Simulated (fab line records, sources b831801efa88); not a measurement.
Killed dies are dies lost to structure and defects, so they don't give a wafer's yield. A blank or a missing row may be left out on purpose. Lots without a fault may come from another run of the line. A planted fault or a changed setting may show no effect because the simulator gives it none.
A sampling plan put to the test | flow gf180mcu | one fab line, 67 faults that these records tell of, each judged on the records of the lots that it struck
The plan is the line's own looks: the steps of the route at which a gauge or an inspection reads the wafer and doesn't change it. A look can be judged if struck wafers have a number there and the file gives its usual mean and standard deviation on fault-free wafers. Caught: at a look after the fault's first step, the mean of the struck wafers lies 4 or more of those standard deviations (sigma) from the usual mean. On the tool: the same test on the tool's own readings at the fault's steps. Another recipe on the struck wafers, or a record that is blank for them alone, also counts as caught.

THE FAULTS, as the simulator had put them in
1. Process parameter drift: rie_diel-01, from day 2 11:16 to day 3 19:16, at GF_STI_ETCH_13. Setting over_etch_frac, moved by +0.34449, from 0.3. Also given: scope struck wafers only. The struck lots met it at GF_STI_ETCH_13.
2. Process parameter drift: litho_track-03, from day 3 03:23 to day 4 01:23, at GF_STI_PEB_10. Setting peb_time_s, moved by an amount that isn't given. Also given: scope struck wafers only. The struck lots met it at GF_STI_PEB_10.
3. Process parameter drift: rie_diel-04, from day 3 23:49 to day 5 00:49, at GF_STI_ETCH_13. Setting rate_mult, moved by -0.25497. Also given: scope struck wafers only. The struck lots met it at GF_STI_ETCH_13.
4. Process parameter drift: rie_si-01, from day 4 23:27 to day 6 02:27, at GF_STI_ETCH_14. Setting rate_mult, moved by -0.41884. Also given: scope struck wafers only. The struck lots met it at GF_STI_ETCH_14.
5. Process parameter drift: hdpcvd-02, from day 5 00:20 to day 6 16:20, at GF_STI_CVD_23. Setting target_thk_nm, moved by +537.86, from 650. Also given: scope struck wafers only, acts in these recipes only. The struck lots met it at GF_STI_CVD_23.
6. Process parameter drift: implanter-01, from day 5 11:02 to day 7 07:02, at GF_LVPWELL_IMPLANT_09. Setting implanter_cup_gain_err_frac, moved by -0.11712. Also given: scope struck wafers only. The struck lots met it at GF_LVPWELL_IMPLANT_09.
7. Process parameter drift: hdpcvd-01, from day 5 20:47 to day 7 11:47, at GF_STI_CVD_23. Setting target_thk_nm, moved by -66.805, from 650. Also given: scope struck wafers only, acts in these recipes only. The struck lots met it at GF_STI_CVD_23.
8. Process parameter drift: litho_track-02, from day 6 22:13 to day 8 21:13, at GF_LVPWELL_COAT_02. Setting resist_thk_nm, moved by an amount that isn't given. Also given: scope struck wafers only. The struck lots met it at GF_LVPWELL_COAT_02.
9. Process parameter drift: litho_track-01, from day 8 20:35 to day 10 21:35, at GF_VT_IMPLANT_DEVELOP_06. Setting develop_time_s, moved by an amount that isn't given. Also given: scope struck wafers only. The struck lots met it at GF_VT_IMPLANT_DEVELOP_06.
10. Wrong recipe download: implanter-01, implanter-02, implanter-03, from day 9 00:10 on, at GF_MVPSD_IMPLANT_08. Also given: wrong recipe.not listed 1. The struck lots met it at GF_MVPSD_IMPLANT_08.
11. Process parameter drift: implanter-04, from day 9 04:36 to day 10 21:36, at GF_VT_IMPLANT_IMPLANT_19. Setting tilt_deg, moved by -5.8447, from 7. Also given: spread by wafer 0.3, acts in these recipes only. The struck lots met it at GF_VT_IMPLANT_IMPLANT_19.
12. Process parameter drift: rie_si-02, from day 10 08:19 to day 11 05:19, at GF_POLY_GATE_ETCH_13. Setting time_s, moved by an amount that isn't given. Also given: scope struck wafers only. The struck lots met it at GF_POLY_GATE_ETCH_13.
13. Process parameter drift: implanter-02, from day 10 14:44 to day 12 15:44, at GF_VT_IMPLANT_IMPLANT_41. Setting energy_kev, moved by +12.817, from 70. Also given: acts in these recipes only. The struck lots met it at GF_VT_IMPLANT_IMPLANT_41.
14. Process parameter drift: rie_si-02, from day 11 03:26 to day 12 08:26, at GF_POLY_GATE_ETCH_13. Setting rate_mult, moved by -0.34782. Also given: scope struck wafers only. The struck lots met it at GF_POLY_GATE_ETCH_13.
15. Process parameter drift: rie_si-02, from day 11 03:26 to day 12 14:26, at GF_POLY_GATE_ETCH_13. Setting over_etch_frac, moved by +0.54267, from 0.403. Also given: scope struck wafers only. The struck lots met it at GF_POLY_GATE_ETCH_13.
16. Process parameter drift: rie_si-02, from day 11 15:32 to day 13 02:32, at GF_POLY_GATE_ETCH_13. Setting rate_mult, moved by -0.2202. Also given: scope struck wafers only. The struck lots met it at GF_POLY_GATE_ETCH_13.
17. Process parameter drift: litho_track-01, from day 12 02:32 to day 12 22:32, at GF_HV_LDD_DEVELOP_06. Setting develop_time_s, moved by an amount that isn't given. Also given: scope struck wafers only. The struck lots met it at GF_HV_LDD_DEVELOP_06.
18. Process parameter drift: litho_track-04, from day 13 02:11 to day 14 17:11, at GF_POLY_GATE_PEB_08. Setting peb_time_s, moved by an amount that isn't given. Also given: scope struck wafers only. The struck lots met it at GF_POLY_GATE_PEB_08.
19. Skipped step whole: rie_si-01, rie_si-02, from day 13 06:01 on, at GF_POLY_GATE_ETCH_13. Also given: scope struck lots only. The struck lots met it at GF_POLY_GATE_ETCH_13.
20. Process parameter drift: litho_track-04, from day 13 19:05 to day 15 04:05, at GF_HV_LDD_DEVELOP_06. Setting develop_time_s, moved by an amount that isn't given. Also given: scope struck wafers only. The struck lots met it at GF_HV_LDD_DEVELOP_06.
21. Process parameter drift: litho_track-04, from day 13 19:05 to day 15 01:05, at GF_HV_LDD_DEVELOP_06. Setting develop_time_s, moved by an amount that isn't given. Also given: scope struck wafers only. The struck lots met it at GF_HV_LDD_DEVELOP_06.
22. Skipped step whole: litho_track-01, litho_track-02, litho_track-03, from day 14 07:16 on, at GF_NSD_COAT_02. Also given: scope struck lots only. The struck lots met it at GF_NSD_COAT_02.
23. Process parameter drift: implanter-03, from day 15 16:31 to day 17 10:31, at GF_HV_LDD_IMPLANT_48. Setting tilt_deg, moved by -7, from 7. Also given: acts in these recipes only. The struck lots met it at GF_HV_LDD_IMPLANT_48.
24. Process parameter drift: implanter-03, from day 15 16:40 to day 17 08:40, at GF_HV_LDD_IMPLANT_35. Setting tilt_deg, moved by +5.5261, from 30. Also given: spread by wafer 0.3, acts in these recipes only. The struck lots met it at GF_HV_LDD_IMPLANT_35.
25. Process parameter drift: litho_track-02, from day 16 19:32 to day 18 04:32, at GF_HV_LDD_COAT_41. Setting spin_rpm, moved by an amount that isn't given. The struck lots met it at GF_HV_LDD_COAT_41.
26. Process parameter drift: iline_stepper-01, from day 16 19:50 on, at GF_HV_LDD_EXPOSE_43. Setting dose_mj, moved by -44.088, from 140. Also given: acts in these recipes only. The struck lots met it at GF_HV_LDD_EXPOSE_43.
27. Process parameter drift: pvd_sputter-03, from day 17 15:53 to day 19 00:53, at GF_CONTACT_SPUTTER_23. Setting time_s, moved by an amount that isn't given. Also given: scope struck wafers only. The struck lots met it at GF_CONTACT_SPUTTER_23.
28. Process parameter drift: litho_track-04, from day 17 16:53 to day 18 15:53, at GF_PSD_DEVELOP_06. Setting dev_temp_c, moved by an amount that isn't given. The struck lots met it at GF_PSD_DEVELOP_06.
29. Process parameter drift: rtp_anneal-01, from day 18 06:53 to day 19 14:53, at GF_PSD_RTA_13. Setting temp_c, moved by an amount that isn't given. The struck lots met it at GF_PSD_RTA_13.
30. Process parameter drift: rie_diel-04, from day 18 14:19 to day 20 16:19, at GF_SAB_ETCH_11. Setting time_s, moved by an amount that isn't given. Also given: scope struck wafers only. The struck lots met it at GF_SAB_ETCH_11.
31. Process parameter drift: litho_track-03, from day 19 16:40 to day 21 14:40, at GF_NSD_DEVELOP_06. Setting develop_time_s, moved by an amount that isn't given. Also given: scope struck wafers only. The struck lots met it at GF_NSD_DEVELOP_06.
32. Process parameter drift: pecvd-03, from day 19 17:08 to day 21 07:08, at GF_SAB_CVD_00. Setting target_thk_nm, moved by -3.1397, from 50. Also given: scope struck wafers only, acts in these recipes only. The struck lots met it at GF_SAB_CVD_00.
33. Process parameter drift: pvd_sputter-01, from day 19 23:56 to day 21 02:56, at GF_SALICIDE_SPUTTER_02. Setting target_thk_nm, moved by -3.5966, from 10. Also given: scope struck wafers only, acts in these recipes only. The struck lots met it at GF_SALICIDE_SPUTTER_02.
34. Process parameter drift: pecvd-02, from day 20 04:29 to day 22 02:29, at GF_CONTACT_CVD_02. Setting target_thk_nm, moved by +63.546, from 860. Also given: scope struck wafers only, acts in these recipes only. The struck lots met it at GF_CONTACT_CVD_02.
35. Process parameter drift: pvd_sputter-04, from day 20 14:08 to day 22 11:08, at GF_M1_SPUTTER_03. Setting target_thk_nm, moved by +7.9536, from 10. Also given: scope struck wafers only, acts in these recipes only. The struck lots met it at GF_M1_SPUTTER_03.
36. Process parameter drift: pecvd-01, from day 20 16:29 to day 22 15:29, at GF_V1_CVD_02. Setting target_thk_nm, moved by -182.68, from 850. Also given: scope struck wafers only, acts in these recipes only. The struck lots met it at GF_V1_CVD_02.
37. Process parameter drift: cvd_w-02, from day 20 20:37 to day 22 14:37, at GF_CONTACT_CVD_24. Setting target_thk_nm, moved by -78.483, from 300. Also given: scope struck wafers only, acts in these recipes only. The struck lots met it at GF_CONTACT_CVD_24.
38. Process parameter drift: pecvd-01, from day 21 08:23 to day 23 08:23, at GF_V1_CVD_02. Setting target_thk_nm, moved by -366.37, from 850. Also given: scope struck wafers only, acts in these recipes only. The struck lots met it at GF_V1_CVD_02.
39. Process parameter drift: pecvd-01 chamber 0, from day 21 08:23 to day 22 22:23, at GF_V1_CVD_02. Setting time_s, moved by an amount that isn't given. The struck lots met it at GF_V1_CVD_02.
40. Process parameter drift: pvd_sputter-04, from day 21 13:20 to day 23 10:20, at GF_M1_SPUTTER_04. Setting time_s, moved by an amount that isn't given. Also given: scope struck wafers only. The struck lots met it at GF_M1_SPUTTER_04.
41. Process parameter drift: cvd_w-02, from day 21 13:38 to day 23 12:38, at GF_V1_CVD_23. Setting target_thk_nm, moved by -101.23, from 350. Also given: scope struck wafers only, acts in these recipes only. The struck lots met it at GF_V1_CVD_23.
42. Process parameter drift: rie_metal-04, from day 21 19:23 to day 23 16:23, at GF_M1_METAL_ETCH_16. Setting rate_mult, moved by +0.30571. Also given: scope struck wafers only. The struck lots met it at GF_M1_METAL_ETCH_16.
43. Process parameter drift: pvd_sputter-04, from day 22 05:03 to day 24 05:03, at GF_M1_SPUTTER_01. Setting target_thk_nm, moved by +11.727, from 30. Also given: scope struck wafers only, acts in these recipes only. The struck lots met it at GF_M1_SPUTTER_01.
44. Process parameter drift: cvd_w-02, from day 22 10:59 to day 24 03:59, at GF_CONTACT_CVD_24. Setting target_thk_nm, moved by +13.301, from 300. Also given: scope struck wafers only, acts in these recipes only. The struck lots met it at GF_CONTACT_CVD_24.
45. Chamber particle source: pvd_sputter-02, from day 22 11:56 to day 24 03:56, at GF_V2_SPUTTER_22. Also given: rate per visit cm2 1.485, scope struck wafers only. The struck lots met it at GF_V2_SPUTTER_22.
46. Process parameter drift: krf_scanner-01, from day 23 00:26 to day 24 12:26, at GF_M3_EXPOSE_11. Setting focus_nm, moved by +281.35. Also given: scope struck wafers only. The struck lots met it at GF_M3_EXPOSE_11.
47. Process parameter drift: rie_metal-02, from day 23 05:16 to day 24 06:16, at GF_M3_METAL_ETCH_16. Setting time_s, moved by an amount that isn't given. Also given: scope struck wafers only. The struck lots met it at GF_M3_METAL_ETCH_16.
48. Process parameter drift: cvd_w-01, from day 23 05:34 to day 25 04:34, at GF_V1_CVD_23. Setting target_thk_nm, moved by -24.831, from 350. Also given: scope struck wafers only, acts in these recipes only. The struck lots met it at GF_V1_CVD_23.
49. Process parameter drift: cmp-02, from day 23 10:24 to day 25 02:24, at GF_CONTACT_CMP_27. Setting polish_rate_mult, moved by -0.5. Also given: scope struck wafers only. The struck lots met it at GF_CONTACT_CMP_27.
50. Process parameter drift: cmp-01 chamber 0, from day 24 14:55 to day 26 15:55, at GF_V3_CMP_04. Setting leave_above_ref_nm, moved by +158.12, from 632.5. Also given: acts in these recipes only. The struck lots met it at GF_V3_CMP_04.
51. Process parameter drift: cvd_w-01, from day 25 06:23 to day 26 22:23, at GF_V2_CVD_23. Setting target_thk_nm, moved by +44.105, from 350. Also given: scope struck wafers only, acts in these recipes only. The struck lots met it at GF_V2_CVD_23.
52. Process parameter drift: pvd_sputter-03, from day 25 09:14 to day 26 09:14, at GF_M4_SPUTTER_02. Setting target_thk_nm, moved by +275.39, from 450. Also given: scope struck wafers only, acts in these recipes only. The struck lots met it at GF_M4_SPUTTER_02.
53. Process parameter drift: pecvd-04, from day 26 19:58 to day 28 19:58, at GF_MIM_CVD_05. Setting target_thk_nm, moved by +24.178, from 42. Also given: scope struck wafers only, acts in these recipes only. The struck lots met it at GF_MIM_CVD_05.
54. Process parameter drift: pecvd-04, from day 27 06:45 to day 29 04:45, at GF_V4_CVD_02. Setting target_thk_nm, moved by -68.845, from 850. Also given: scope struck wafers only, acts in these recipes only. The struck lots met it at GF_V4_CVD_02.
55. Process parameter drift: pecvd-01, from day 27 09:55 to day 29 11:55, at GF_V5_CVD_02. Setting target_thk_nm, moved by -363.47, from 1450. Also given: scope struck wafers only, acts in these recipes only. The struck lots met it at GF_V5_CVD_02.
56. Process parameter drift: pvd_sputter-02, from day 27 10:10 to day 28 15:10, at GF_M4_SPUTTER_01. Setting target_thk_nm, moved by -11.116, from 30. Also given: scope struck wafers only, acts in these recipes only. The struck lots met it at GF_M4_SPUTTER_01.
57. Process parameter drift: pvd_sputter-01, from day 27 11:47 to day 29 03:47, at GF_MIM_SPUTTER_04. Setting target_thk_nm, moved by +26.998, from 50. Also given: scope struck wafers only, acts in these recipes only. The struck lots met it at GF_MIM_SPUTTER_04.
58. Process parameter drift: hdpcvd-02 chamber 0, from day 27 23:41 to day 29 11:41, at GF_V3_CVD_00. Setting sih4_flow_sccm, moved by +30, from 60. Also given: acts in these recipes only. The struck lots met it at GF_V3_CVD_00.
59. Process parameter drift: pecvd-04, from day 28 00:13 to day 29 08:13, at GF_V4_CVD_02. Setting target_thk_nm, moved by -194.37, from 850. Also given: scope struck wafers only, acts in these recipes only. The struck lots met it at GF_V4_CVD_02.
60. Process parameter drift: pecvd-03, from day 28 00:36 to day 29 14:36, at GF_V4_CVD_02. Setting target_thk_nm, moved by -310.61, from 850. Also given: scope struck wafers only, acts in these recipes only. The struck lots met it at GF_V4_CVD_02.
61. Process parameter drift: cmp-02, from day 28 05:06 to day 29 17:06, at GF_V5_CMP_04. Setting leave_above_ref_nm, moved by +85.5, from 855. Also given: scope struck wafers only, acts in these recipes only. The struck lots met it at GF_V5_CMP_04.
62. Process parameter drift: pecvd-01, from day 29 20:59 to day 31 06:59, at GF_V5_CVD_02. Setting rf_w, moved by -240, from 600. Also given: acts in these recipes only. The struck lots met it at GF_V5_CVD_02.
63. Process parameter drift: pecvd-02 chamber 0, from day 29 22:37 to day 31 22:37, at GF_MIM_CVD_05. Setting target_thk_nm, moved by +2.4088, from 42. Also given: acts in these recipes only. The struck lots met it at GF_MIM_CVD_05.
64. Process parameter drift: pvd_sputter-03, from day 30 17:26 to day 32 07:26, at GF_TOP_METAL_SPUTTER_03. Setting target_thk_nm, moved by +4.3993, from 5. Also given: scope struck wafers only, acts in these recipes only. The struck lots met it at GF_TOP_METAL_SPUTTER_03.
65. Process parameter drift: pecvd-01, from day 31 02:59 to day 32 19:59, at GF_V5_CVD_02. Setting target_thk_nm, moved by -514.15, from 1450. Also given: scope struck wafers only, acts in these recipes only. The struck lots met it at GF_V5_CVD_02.
66. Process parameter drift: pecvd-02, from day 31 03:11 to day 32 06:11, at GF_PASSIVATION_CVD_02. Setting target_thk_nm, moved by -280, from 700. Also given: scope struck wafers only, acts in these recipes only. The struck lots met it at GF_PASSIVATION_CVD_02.
67. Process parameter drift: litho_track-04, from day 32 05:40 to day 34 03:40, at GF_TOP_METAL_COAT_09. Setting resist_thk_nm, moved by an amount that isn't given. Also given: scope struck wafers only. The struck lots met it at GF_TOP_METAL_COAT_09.

WHAT THE PLAN SAW
fault | on the tool itself                               | first look that catches it                      | reading, sigma                                                | median hours from its first step to that look | hours from the fault's start to the first struck lot there | judged looks passed uncaught
1     | oes_product_au -15 sigma                         | no look after it can be judged                  | -                                                             | -                                             | -                                                          | 0
2     | no reading that can be judged                    | GF_STI_CD_MEAS_12                               | cd_nm -5.0                                                    | 0.3                                           | 6                                                          | 0
3     | under 2 sigma                                    | not the one look that can be judged after it    | -                                                             | -                                             | -                                                          | 1
4     | oes_product_au -24 sigma                         | none of the 2 looks that can be judged after it | -                                                             | -                                             | -                                                          | 2
5     | no reading that can be judged                    | GF_STI_THK_MEAS_24                              | STI_CVD_23_THK +91                                            | 0.1                                           | 4                                                          | 0
6     | beam_on_s +5.9 sigma                             | GF_VT_IMPLANT_RS_MEAS_48                        | LVPWELL_RS -9.7                                               | 99.5                                          | 105                                                        | 0
7     | no reading that can be judged                    | GF_STI_THK_MEAS_24                              | STI_CVD_23_THK -11                                            | 0.1                                           | 8                                                          | 0
8     | no reading that can be judged                    | not the one look that can be judged after it    | -                                                             | -                                             | -                                                          | 1
9     | under 2 sigma                                    | GF_VT_IMPLANT_TW_MEAS_10                        | VT_IMPLANT_TW -99 or beyond                                   | 0.4                                           | 4                                                          | 0
10    | under 2 sigma                                    | GF_MVPSD_TW_MEAS_11                             | MVPSD_TW +99 or beyond                                        | 0.4                                           | 4                                                          | 0
11    | no reading that can be judged                    | GF_VT_IMPLANT_TW_MEAS_21                        | VT_IMPLANT_2_TW -11                                           | 0.2                                           | 6                                                          | 0
12    | run_length_s -5.7 sigma                          | no look after it can be judged                  | -                                                             | -                                             | -                                                          | 0
13    | beam_energy_keV +99 or beyond sigma              | GF_VT_IMPLANT_TW_MEAS_43                        | VT_IMPLANT_4_TW +7.5                                          | 0.2                                           | 20                                                         | 0
14    | oes_product_au -33 sigma                         | no look after it can be judged                  | -                                                             | -                                             | -                                                          | 0
15    | oes_product_au -25 sigma                         | none of the 2 looks that can be judged after it | -                                                             | -                                             | -                                                          | 2
16    | oes_product_au -20 sigma                         | no look after it can be judged                  | -                                                             | -                                             | -                                                          | 0
17    | under 2 sigma                                    | GF_HV_LDD_CD_MEAS_07                            | cd_nm +15                                                     | 0.2                                           | 10                                                         | 0
18    | under 2 sigma                                    | none of the 2 looks that can be judged after it | -                                                             | -                                             | -                                                          | 2
19    | the tool's record is blank for the struck wafers | no look after it can be judged                  | -                                                             | -                                             | -                                                          | 0
20    | no reading that can be judged                    | GF_HV_LDD_CD_MEAS_07                            | cd_nm -75                                                     | 0.2                                           | 5                                                          | 0
21    | no reading that can be judged                    | GF_HV_LDD_CD_MEAS_07                            | cd_nm -7.7                                                    | 0.1                                           | 12                                                         | 0
22    | the tool's record is blank for the struck wafers | GF_PSD_TW_MEAS_11                               | PSD_TW +56                                                    | 33.4                                          | 37                                                         | 0
23    | tilt_deg -99 or beyond sigma                     | GF_HV_LDD_TW_MEAS_50                            | HV_LDD_4_TW -13                                               | 0.2                                           | 5                                                          | 0
24    | under 2 sigma                                    | no look after it can be judged                  | -                                                             | -                                             | -                                                          | 0
25    | spin_speed_rpm +99 or beyond sigma               | not the one look that can be judged after it    | -                                                             | -                                             | -                                                          | 1
26    | exposure_dose_mJ_cm2 -99 or beyond sigma         | GF_HV_LDD_CD_MEAS_46                            | cd_nm -36                                                     | 11.1                                          | 15                                                         | 0
27    | under 2 sigma                                    | no look after it can be judged                  | -                                                             | -                                             | -                                                          | 0
28    | developer_temp_C +18 sigma                       | none of the 2 looks that can be judged after it | strongest: cd_nm at GF_PSD_CD_MEAS_07, -2.6                   | -                                             | -                                                          | 2
29    | wafer_temp_C_max +29 sigma                       | GF_PSD_RS_MEAS_14                               | NSD_RS -47                                                    | 0.1                                           | 18                                                         | 0
30    | under 2 sigma                                    | no look after it can be judged                  | -                                                             | -                                             | -                                                          | 0
31    | no reading that can be judged                    | GF_NSD_CD_MEAS_07                               | cd_nm -47                                                     | 0.2                                           | 27                                                         | 0
32    | under 2 sigma                                    | none of the 2 looks that can be judged after it | strongest: SAB_CVD_00_THK at GF_SAB_THK_MEAS_01, -3.5         | -                                             | -                                                          | 2
33    | under 2 sigma                                    | GF_SALICIDE_RS_MEAS_04                          | SALICIDE_TIN_RS +28                                           | 0.1                                           | 2                                                          | 0
34    | under 2 sigma                                    | not the one look that can be judged after it    | strongest: CONTACT_CVD_02_THK at GF_CONTACT_THK_MEAS_03, +3.8 | -                                             | -                                                          | 1
35    | under 2 sigma                                    | no look after it can be judged                  | -                                                             | -                                             | -                                                          | 0
36    | under 2 sigma                                    | GF_V1_THK_MEAS_03                               | V1_CVD_02_THK -12                                             | 0.1                                           | 23                                                         | 0
37    | under 2 sigma                                    | GF_CONTACT_RS_MEAS_25                           | CONTACT_W_RS +17                                              | 0.1                                           | 6                                                          | 0
38    | under 2 sigma                                    | GF_V1_THK_MEAS_03                               | V1_CVD_02_THK -26                                             | 0.1                                           | 7                                                          | 0
39    | run_length_s -22 sigma                           | GF_V1_THK_MEAS_03                               | V1_CVD_02_THK -9.3                                            | 0.1                                           | 7                                                          | 0
40    | under 2 sigma                                    | none of the 7 looks that can be judged after it | -                                                             | -                                             | -                                                          | 7
41    | under 2 sigma                                    | GF_V1_RS_MEAS_24                                | V1_W_RS +24                                                   | 0.1                                           | 39                                                         | 0
42    | under 2 sigma                                    | no look after it can be judged                  | -                                                             | -                                             | -                                                          | 0
43    | under 2 sigma                                    | none of the 9 looks that can be judged after it | -                                                             | -                                             | -                                                          | 9
44    | under 2 sigma                                    | not the one look that can be judged after it    | strongest: CONTACT_W_RS at GF_CONTACT_RS_MEAS_25, -2.3        | -                                             | -                                                          | 1
45    | under 2 sigma                                    | no look after it can be judged                  | -                                                             | -                                             | -                                                          | 0
46    | under 2 sigma                                    | GF_M3_CD_MEAS_14                                | cd_nm -15                                                     | 10.9                                          | 14                                                         | 0
47    | run_length_s +21 sigma                           | no look after it can be judged                  | -                                                             | -                                             | -                                                          | 0
48    | under 2 sigma                                    | GF_V1_RS_MEAS_24                                | V1_W_RS +4.8                                                  | 0.1                                           | 4                                                          | 0
49    | overpolish_run_s -99 or beyond sigma             | no look after it can be judged                  | -                                                             | -                                             | -                                                          | 0
50    | time_to_endpoint_s -9.7 sigma                    | no look after it can be judged                  | -                                                             | -                                             | -                                                          | 0
51    | under 2 sigma                                    | GF_V2_RS_MEAS_24                                | V2_W_RS -5.2                                                  | 0.1                                           | 38                                                         | 0
52    | under 2 sigma                                    | GF_M4_RS_MEAS_05                                | M4_ALCU_RS -26                                                | 0.1                                           | 10                                                         | 0
53    | under 2 sigma                                    | GF_MIM_THK_MEAS_06                              | MIM_CVD_05_THK +40                                            | 0.0                                           | 12                                                         | 0
54    | under 2 sigma                                    | GF_V4_THK_MEAS_03                               | V4_CVD_02_THK -5.5                                            | 0.1                                           | 7                                                          | 0
55    | under 2 sigma                                    | GF_V5_THK_MEAS_03                               | V5_CVD_02_THK -17                                             | 0.1                                           | 11                                                         | 0
56    | under 2 sigma                                    | no look after it can be judged                  | -                                                             | -                                             | -                                                          | 0
57    | under 2 sigma                                    | none of the 5 looks that can be judged after it | -                                                             | -                                             | -                                                          | 5
58    | sih4_flow_sccm +99 or beyond sigma               | GF_V3_THK_MEAS_01                               | V3_CVD_00_THK +43                                             | 0.1                                           | 6                                                          | 0
59    | under 2 sigma                                    | GF_V4_THK_MEAS_03                               | V4_CVD_02_THK -16                                             | 0.1                                           | 29                                                         | 0
60    | under 2 sigma                                    | GF_V4_THK_MEAS_03                               | V4_CVD_02_THK -23                                             | 0.1                                           | 2                                                          | 0
61    | under 2 sigma                                    | no look after it can be judged                  | -                                                             | -                                             | -                                                          | 0
62    | rf_fwd_power_W -99 or beyond sigma               | GF_V5_THK_MEAS_03                               | V5_CVD_02_THK -10                                             | 0.1                                           | 6                                                          | 0
63    | under 2 sigma                                    | none of the 2 looks that can be judged after it | strongest: MIM_CVD_05_THK at GF_MIM_THK_MEAS_06, +3.0         | -                                             | -                                                          | 2
64    | under 2 sigma                                    | no look after it can be judged                  | -                                                             | -                                             | -                                                          | 0
65    | under 2 sigma                                    | GF_V5_THK_MEAS_03                               | V5_CVD_02_THK -26                                             | 0.1                                           | 5                                                          | 0
66    | under 2 sigma                                    | GF_PASSIVATION_THK_MEAS_03                      | PASSIVATION_CVD_02_THK -29                                    | 0.3                                           | 21                                                         | 0
67    | no reading that can be judged                    | GF_TOP_METAL_CD_MEAS_14                         | cd_nm -4.4                                                    | 8.1                                           | 22                                                         | 0
A dash: the fault isn't caught, or these records don't give the number.

Caught at a look: 36 of 67. Caught on the tool: 21 of 67. By one or the other: 48 of 67.
Caught on the tool alone: faults 1, 4, 12, 14, 15, 16, 19, 25, 28, 47, 49, 50.
Caught at a look alone: faults 2, 5, 7, 9, 10, 11, 17, 20, 21, 31, 33, 36, 37, 38, 41, 46, 48, 51, 52, 53, 54, 55, 59, 60, 65, 66, 67.
Caught by neither: faults 3, 8, 18, 24, 27, 30, 32, 34, 35, 40, 42, 43, 44, 45, 56, 57, 61, 63, 64.

THINNER SAMPLING
If the look that catches a fault measured only every second or every third lot, by lot number, the first struck lot would be measured this late in the worst case:
fault | struck lots at that look, in order of time | every lot | every second lot | every third lot
2     | L517                                       | 6 h       | may miss it      | may miss it
5     | L463, L464, L466                           | 4 h       | 11 h             | may miss all 3
6     | L346, L347, L349                           | 105 h     | 112 h            | may miss all 3
7     | L453, L455                                 | 8 h       | may miss all 2   | may miss all 2
9     | L163, L166                                 | 4 h       | 18 h             | may miss all 2
10    | L204, L205                                 | 4 h       | 6 h              | may miss all 2
11    | L382, L384                                 | 6 h       | may miss all 2   | may miss all 2
13    | L914, L917                                 | 20 h      | 40 h             | may miss all 2
17    | L571, L572                                 | 10 h      | 19 h             | may miss all 2
20    | L933, L935, L937                           | 5 h       | may miss all 3   | 32 h
21    | L512                                       | 12 h      | may miss it      | may miss it
22    | L508, L509, L510                           | 37 h      | 45 h             | 51 h
23    | L918, L919, L921                           | 5 h       | 16 h             | may miss all 3
26    | L567, L570                                 | 15 h      | 39 h             | may miss all 2
29    | L330, L331                                 | 18 h      | 23 h             | may miss all 2
31    | L588, L590                                 | 27 h      | may miss all 2   | may miss all 2
33    | L548, L549                                 | 2 h       | 6 h              | may miss all 2
36    | L756                                       | 23 h      | may miss it      | may miss it
37    | L270, L272, L274                           | 6 h       | may miss all 3   | 34 h
38    | L146, L148                                 | 7 h       | may miss all 2   | may miss all 2
39    | L622, L624                                 | 7 h       | may miss all 2   | may miss all 2
41    | L659                                       | 39 h      | may miss it      | may miss it
46    | L521, L522, L524                           | 14 h      | 22 h             | may miss all 3
48    | L809, L813                                 | 4 h       | may miss all 2   | may miss all 2
51    | L446                                       | 38 h      | may miss it      | may miss it
52    | L924, L925                                 | 10 h      | 18 h             | may miss all 2
53    | L731, L733                                 | 12 h      | may miss all 2   | may miss all 2
54    | L264                                       | 7 h       | may miss it      | may miss it
55    | L883, L884                                 | 11 h      | 17 h             | may miss all 2
58    | L994                                       | 6 h       | may miss it      | may miss it
59    | L319                                       | 29 h      | may miss it      | may miss it
60    | L647                                       | 2 h       | may miss it      | may miss it
62    | L498, L502                                 | 6 h       | may miss all 2   | may miss all 2
65    | L740, L744                                 | 5 h       | may miss all 2   | may miss all 2
66    | L943                                       | 21 h      | may miss it      | may miss it
67    | L883                                       | 22 h      | may miss it      | may miss it
Hours are from the fault's start to the first struck lot that is measured. The limit of 4 sigma was tested on all struck wafers together, so one lot alone may lie under it. Other struck lots may not be in these records.

THE LONGEST TIMED WAY FROM STEP TO LOOK
Fault 6: a median of 99.5 hours passes between GF_LVPWELL_IMPLANT_09 and GF_VT_IMPLANT_RS_MEAS_48. No look between them can be judged.
